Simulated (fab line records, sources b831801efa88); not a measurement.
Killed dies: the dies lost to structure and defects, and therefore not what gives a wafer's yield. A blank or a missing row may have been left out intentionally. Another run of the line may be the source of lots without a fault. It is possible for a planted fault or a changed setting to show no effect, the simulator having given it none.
Which of the tools did it? ; flow gf180mcu ; 6 lots, 18 wafers sampled, at 3 steps of a route of 602

## WHAT THE GAUGES READ, wafer by wafer
GF_VT_IMPLANT_TW_MEAS_43.
lot;measured;on;VT_IMPLANT_4_TW
L288;day 7 18:46;film_metro-03;693 696 691
L290;day 8 09:55;film_metro-04;704 697 699
L292;day 9 00:44;film_metro-04;696 691 695
L295;day 9 17:44;film_metro-03;860 860 860
L304;day 12 07:46;film_metro-03;692 691 689
L308;day 13 14:29;film_metro-01;689 690 691

## TOOL THAT RAN EACH LOT (tool first, then ch and the chambers of the sampled wafers, then the start)
lot;GF_VT_IMPLANT_STRIP_31;GF_VT_IMPLANT_IMPLANT_41
L288;plasma_asher-01 ch 0,1, day 7 02:20;implanter-01 ch 0, day 7 18:31
L290;plasma_asher-04 ch 0,1, day 7 17:14;implanter-04 ch 0, day 8 09:42
L292;plasma_asher-01 ch 0,1, day 8 07:31;implanter-04 ch 0, day 9 00:29
L295;plasma_asher-04 ch 0,1, day 9 00:57;implanter-01 ch 0, day 9 17:12
L304;plasma_asher-03 ch 0,1, day 11 12:39;implanter-02 ch 0, day 12 07:33
L308;plasma_asher-03 ch 0,1, day 12 18:31;implanter-02 ch 0, day 13 14:16
- GF_VT_IMPLANT_STRIP_31: strips in O2/N2.
- GF_VT_IMPLANT_IMPLANT_41

## THE ANSWER, worked out from the rows above alone
Rule: the usual values come from the lots themselves. Put in order of their means at a reading, lots are off if they are a third of the lots or fewer, leave a main group of 4 or more, and stand apart from it by a gap of 3 or more times the standard deviation of the main group's means; of several such gaps the widest counts. If all means in a main group match to the digits the tables above print for the reading, that group is not used. A lot without any number at a reading at which 4 lots or more have one is off too. The other lots that the step has rows for count as sound.
Off: L295, seen at GF_VT_IMPLANT_TW_MEAS_43 (VT_IMPLANT_4_TW). For the main group the mean is 694 and the standard deviation 3.5.
A tool fits if, at a process step before that reading, it ran every lot that is off, and no sound lot after the first of them. Those tools and the gauges at GF_VT_IMPLANT_TW_MEAS_43 are tried in the same way. 2 tools fit, plasma_asher-04 at GF_VT_IMPLANT_STRIP_31 and implanter-01 at GF_VT_IMPLANT_IMPLANT_41, so this cannot tell which one it is.

## WHAT THE SIMULATOR PUT IN
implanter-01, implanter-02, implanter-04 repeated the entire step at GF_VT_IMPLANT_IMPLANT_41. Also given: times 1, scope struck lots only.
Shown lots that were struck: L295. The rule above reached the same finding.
